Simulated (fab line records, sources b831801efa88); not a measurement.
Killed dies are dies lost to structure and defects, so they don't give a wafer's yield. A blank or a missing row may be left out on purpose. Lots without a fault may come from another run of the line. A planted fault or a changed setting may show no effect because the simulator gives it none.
One fault seen from 2 desks | flow gf180mcu | each desk has only its own numbers; what lay behind them comes last

THE METROLOGY DESK
What the gauges read, lot by lot, whatever tool the lot ran on: means of the sampled wafers that have a number. A lot is out of limits, marked OUT, if its mean lies more than 4 standard deviations from the usual mean; the brackets give that distance.
Columns: A = V1_W_THK at GF_V1_THK_MEAS_25, usual 351 nm; B = V3_CVD_00_THK at GF_V3_THK_MEAS_01, usual 602 nm
lot  | first seen here | A   | B
L542 | day 17 11:22    | 350 | 597
L543 | day 17 18:01    | 348 | 589
L545 | day 18 22:39    | 350 | 595
L544 | day 18 23:59    | 354 | 606
L546 | day 19 10:50    | 353 | 598
L547 | day 19 18:27    | 348 | 604
L548 | day 19 23:37    | 351 | 600
L551 | day 20 23:09    | 355 | 601
L552 | day 21 02:06    | 353 | 603
L555 | day 22 18:37    | 349 | 602
L558 | day 23 12:07    | 354 | -
L559 | day 24 00:56    | 359 | -
L561 | day 24 13:50    | 350 | 608
L565 | day 25 21:41    | 346 | 599
This desk's finding: nothing out of limits on any of the 14 lots.

THE TOOL OWNER'S DESK: litho_track-03
The tool's own readings at GF_V2_PEB_12 (peb time 91.89 s): means of the sampled wafers that have a number, for each lot that ran on this tool. A lot is out of limits, marked OUT, if its mean lies more than 4 standard deviations from the usual mean; the brackets give that distance.
Columns: A = chill_plate_temp_C at GF_V2_PEB_12, usual 23.01 C; B = exhaust_pa at GF_V2_PEB_12, usual 45.1 Pa; C = plate_sensor_t_centre_C at GF_V2_PEB_12, usual 136.13 C; D = plate_sensor_t_edge_C at GF_V2_PEB_12, usual 136.29 C
lot  | first seen here | A     | B    | C      | D
L542 | day 19 12:17    | 23.07 | 45.5 | 136.12 | 136.30
L543 | day 19 18:53    | 23.17 | 45.3 | 136.13 | 136.29
L551 | day 23 01:02    | 23.14 | 45.2 | 136.13 | 136.29
L552 | day 23 04:34    | 23.04 | 45.3 | 136.14 | 136.29
L555 | day 24 17:32    | 22.85 | 45.4 | 136.11 | 136.29
This desk's finding: nothing out of limits on any of the 5 lots.

PUT TOGETHER
The metrology desk saw nothing out of limits.
The tool owner's desk saw nothing out of limits.

WHAT THE SIMULATOR HAD PUT IN
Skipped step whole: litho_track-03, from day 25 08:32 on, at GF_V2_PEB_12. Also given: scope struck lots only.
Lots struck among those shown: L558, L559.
